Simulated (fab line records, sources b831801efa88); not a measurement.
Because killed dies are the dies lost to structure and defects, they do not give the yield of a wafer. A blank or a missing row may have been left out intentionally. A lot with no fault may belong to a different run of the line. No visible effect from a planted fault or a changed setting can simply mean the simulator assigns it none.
Chamber matching    flow sky130    pecvd-02 running SKY_CONTACT_CVD_00: 3 sister chambers
The step deposits Si3N4, target thk 75 nm. 6 wafers are shown with their chamber, then 7 later ones without.

EACH WAFER AND ITS CHAMBER
wafer   chamber  heater power w (W)  rf fwd power W (W)
L082.1  1        716                 444.8
L082.4  2        854                 442.4
L087.1  1        590                 445.3
L087.2  2        841                 440.9
L089.2  0        759                 437.9
L089.4  0        738                 438.7

WAFERS WITHOUT THEIR CHAMBER
wafer   heater power w (W)  rf fwd power W (W)
L089.5  781                 443.3
L096.3  620                 444.8
L096.4  839                 439.4
L096.5  627                 440.3
L097.2  709                 445.8
L097.3  794                 440.7
L097.6  817                 440.3

THE CHAMBER EACH PASSED THROUGH
wafer   from the rows above      in truth
L089.5  can't be placed: 2 or 1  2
L096.3  1                        1
L096.4  can't be placed: 0 or 2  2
L096.5  can't be placed: 0 or 2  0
L097.2  1                        1
L097.3  can't be placed: 2 or 0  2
L097.6  can't be placed: 2 or 0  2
Placed correctly: 2 of 7. Cannot be placed on the basis of these rows: 5; the candidates contain the true chamber in 5. 0 placed wrongly.
How it was worked out, from the rows above alone: a wafer's distance from a chamber is the root of the sum, over the readings, of the square of ((its reading less the chamber's mean) divided by the reading's scatter). If the next closest chamber is less than 2 further off than the closest, the wafer can't be placed; otherwise it belongs to the closest. Each chamber's mean is taken over the wafers shown for it. The scatter: the root of (the sum of the squares of (reading less its chamber's mean) over the shown wafers, divided by (wafers less chambers)).
